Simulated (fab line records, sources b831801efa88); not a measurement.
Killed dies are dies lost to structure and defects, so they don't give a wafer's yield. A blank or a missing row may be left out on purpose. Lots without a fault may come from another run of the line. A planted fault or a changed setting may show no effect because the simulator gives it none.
Chamber matching | flow sky130 | SKY_PASSIVATION_ETCH_11 on rie_diel-02: 4 sister chambers
The step etches the open film in CF4/O2, stops on AlCu, target depth 725 nm, time 161.1 s. 20 wafers are shown with their chamber, then 10 later ones without.

WAFERS WITH THEIR CHAMBER
wafer  | chamber | drypump_motor_current_A (A) | oes_product_au (a.u.) | O2_flow_sccm (sccm)
L075.2 | 3       | 5.7                         | 0.976                 | 10.03
L075.3 | 1       | 5.6                         | 0.971                 | 10.03
L075.6 | 3       | 5.7                         | 0.975                 | 9.96
L076.1 | 1       | 5.6                         | 0.981                 | 9.97
L076.2 | 0       | 6.3                         | 0.984                 | 9.99
L076.5 | 0       | 6.3                         | 0.983                 | 9.99
L078.2 | 0       | 6.3                         | 0.979                 | 10.03
L078.5 | 3       | 5.7                         | 0.992                 | 9.98
L078.6 | 2       | 6.3                         | 0.973                 | 9.95
L082.1 | 1       | 5.6                         | 0.975                 | 10.01
L082.2 | 0       | 6.3                         | 0.975                 | 10.01
L082.5 | 3       | 5.7                         | 0.985                 | 10.00
L083.3 | 3       | 5.7                         | 0.985                 | 10.03
L083.4 | 0       | 6.3                         | 0.984                 | 10.00
L083.6 | 3       | 5.7                         | 0.989                 | 9.97
L087.2 | 0       | 6.3                         | 0.979                 | 10.03
L087.5 | 1       | 5.6                         | 0.977                 | 10.00
L087.6 | 2       | 6.2                         | 0.974                 | 9.97
L091.1 | 2       | 6.3                         | 0.970                 | 10.00
L091.2 | 1       | 5.6                         | 0.974                 | 9.97

SIGNATURES (means of the wafers above)
reading                 | chamber 0 | chamber 1 | chamber 2 | chamber 3 | scatter within a chamber
drypump_motor_current_A | 6.300     | 5.600     | 6.267     | 5.700     | 0.0204
oes_product_au          | 0.98067   | 0.97560   | 0.97233   | 0.98367   | 0.00477
O2_flow_sccm            | 10.0083   | 9.9960    | 9.9733    | 9.9950    | 0.0253
Rule: a wafer's distance from a chamber is the root of the sum, over the readings, of the square of ((its reading less the chamber's mean) divided by the reading's scatter). The wafer belongs to the nearest chamber; if the next one is less than 2 further off, it can't be placed. The scatter: the root of (the sum of the squares of (reading less its chamber's mean) over the shown wafers, divided by (wafers less chambers)).

WAFERS WITHOUT THEIR CHAMBER
wafer  | drypump_motor_current_A (A) | oes_product_au (a.u.) | O2_flow_sccm (sccm)
L091.4 | 5.7                         | 0.974                 | 10.01
L089.2 | 5.6                         | 0.969                 | 10.09
L089.4 | 6.3                         | 0.972                 | 10.00
L089.5 | 5.7                         | 0.983                 | 10.01
L093.3 | 6.3                         | 0.976                 | 10.02
L093.4 | 5.7                         | 0.988                 | 10.02
L093.6 | 6.2                         | 0.982                 | 10.01
L094.1 | 5.7                         | 0.976                 | 10.03
L094.5 | 6.3                         | 0.986                 | 9.97
L094.6 | 5.7                         | 0.986                 | 10.01

WHICH CHAMBER EACH WENT THROUGH
wafer  | from the rows above     | in truth
L091.4 | 3                       | 3
L089.2 | 1                       | 1
L089.4 | can't be placed: 0 or 2 | 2
L089.5 | 3                       | 3
L093.3 | can't be placed: 0 or 2 | 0
L093.4 | 3                       | 3
L093.6 | can't be placed: 2 or 0 | 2
L094.1 | 3                       | 3
L094.5 | can't be placed: 0 or 2 | 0
L094.6 | 3                       | 3
Placed correctly: 6 of 10. Can't be placed from these rows: 4 (the true chamber is among the candidates in 4). Placed wrongly: 0.
